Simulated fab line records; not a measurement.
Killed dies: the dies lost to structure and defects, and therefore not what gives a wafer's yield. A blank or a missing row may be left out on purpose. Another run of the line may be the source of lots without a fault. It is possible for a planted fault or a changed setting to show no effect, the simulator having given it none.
One fault seen from 2 desks ; flow gf180mcu ; each desk holds nothing but its own numbers, with what lay behind them at the end

## METROLOGY DESK
Lot by lot, what the gauges showed, no matter which tool ran the lot: averages of those sampled wafers that carry a number. The brackets show how far a lot's mean lies from the usual mean; more than 4 standard deviations puts the lot out of limits, marked OUT.
Columns: A = NSD_RS at GF_PSD_RS_MEAS_14, usual 46.12 ohm/sq; B = PSD_RS at GF_PSD_RS_MEAS_15, usual 108.6 ohm/sq; C = V1_BOW at GF_V1_BOW_MEAS_05, usual 84 um
lot;first seen here;A;B;C
L554;day 14 19:00;46.05;108.4;91
L557;day 15 15:30;46.12;108.6;89
L558;day 15 18:44;46.18;108.4;77
L560;day 16 13:25;46.22;108.7;81
L561;day 17 02:35;46.13;108.3;82
L562;day 17 06:27;46.18;108.8;91
L564;day 18 01:58;46.02;108.0;80
L565;day 18 12:30;43.27 (-32) OUT;103.2 (-18) OUT;84
L566;day 18 20:14;46.09;108.4;85
L567;day 19 02:02;43.37 (-31) OUT;103.1 (-18) OUT;88
L572;day 20 23:19;46.09;108.6;80
L574;day 21 11:28;46.12;108.6;85
Finding of this desk: L565, L567 out of limits, first seen on L565 at day 18 12:30 (NSD_RS at GF_PSD_RS_MEAS_14). Within limits: L554, L557, L558, L560, L561, L562, L564, L566, L572, L574.

## AT THE TOOL OWNER'S DESK: rtp-anneal-02
At GF_PSD_RTA_13 (time 20 s), the tool's own readings, given per lot that ran on this tool as the mean of the sampled wafers with a number. The brackets show how far a lot's mean lies from the usual mean; more than 4 standard deviations puts the lot out of limits, marked OUT.
Columns: A = anneal-temp-c-max at GF_PSD_RTA_13, usual 1029.0; B = lamp-power-pct at GF_PSD_RTA_13, usual 28.0 %; C = run-length-s at GF_PSD_RTA_13, usual 48.8 s; D = wafer_temp_C_max at GF_PSD_RTA_13, usual 1029.2
lot;first seen here;A;B;C;D
L554;day 14 18:55;1030.9;30.0;48.3;1029.3
L557;day 15 15:25;1029.5;30.0;48.4;1029.2
L558;day 15 18:39;1030.5;30.0;48.5;1028.9
L562;day 17 06:22;1030.1;30.0;48.4;1028.9
L565;day 18 12:24;1030.4;30.0;62.8 (+36) OUT;1029.2
L567;day 19 01:57;1029.5;30.0;62.7 (+36) OUT;1029.2
L574;day 21 11:22;1029.5;30.0;48.2;1028.9
This desk's finding: out of limits on L565, L567; first on L565, day 18 12:24 (run-length-s at GF_PSD_RTA_13). Within limits: L554, L557, L558, L562, L574.

## BROUGHT TOGETHER
On L565, L567, at day 18 12:24, an alarm was possible from the tool owner's desk.
At day 18 12:30 the metrology desk could have sounded an alarm, on L565, L567.
Of the lots named, all ran GF_PSD_RTA_13 on rtp-anneal-02.

## WHAT HAD BEEN PUT IN BY THE SIMULATOR
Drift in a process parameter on rtp-anneal-02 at GF_PSD_RTA_13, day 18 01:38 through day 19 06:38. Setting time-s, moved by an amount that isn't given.
Shown lots that were struck: L565, L567.
Time in hours from fault onset to the first out-of-limits reading at each desk: tool owner's desk 11, metrology desk 11.
